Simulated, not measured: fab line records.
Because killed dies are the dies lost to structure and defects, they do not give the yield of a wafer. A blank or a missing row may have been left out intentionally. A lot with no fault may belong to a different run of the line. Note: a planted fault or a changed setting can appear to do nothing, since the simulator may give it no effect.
A lot that was struck, set against a sound lot	flow gf180mcu	17 out of 602 route steps
Sound: wafers L396.1, L396.2, L396.4. Struck: wafers L405.1, L405.2, L405.6. At the end, the cause is stated.
At each step with rows: each side's tool, then ch and its chambers, then its first start. Under that, the readings that differ: sound wafers	struck wafers	difference of the means	sigmas: that difference in standard deviations of wafers without a fault.
alike: readings with means less than 2 such deviations apart, plus words and numbers identical on both sides. not compared: withheld readings, readings lacking a value on some wafer, bounds such as >300 that could conceal the same value, and numbers that have no deviation in the record and whose values overlap.
Wherever a step has rows on one side only, a row that says differs or no value, or a row with sigmas, the two part there. When numbers do not overlap yet have no deviation, they are printed without sigmas and do not part them. A reading missing from all wafers of one side parts the sides only when that side holds two or more wafers.

first, 4 steps without rows for these wafers: GF_VT_IMPLANT_SOFTBAKE_14 (time 60 s); GF_VT_IMPLANT_EXPOSE_15 (exposes mask Nwell LV AREA, target cd 860 nm); GF_VT_IMPLANT_PEB_16; GF_VT_IMPLANT_DEVELOP_17 (develop time 60 s).
GF_VT_IMPLANT_OVL_MEAS_18:
  sound on overlay-01, day 6 05:19; struck on overlay-01, day 8 14:50
  alike: VT_IMPLANT_01_OVL
next, for these wafers, 1 step has no rows: GF_VT_IMPLANT_IMPLANT_19.
GF_VT_IMPLANT_STRIP_20: strips in O2/N2.
  sound on plasma_asher-02 ch 0,1, day 6 05:29; struck on plasma_asher-01 ch 0,1, day 8 15:01
  alike: drypump_motor_current_A, heater_power_w, oes_product_au, strip_time_to_endpoint_s
  not compared: rf_hours_counter_h
GF_VT_IMPLANT_TW_MEAS_21:
  sound on film_metro-03, day 6 05:35; struck on film_metro-03, day 8 15:07
  alike: VT_IMPLANT_2_TW
then, 4 steps without rows for these wafers: GF_VT_IMPLANT_DEHYDRATE_22 (time 60 s); GF_VT_IMPLANT_HMDS_23 (prime time 60 s); GF_VT_IMPLANT_COAT_24 (resist thk 1000 nm); GF_VT_IMPLANT_SOFTBAKE_25 (time 60 s).
GF_VT_IMPLANT_EXPOSE_26: exposes mask LVPWELL HV AREA, target cd 860 nm.
  sound on iline_stepper-02 ch 0, day 6 13:22; struck on iline_stepper-02 ch 0, day 8 23:01
  alike: mask
next, for these wafers, 1 step has no rows: GF_VT_IMPLANT_PEB_27.
GF_VT_IMPLANT_DEVELOP_28: develop time 60 s.
  sound on litho_track-04 ch 0, day 6 20:29; struck on litho_track-01 ch 0, day 9 06:50
reading	sound	struck	difference	sigmas
model.VT_IMPLANT.cd_nm (nm)	865.8 864.5 864.6	892.5 902.7 901.5	+33.9	
GF_VT_IMPLANT_OVL_MEAS_29:
  sound on overlay-01, day 6 20:38; struck on overlay-01, day 9 06:59
  alike: VT_IMPLANT_02_OVL
-- record jumps: 23 days separate the struck wafers' starts on either side; left off in module VT_IMPLANT, taken up again in module PASSIVATION, whose first shown step is the route's number 602 --
GF_PASSIVATION_PROBE_99:
  rows exist in the record for the struck wafers here (prober-02, day 32 02:59), but not for the sound ones

## WHERE THEY PART
Only at GF_PASSIVATION_PROBE_99, as far as this record shows.

WHY: what the simulator had put in
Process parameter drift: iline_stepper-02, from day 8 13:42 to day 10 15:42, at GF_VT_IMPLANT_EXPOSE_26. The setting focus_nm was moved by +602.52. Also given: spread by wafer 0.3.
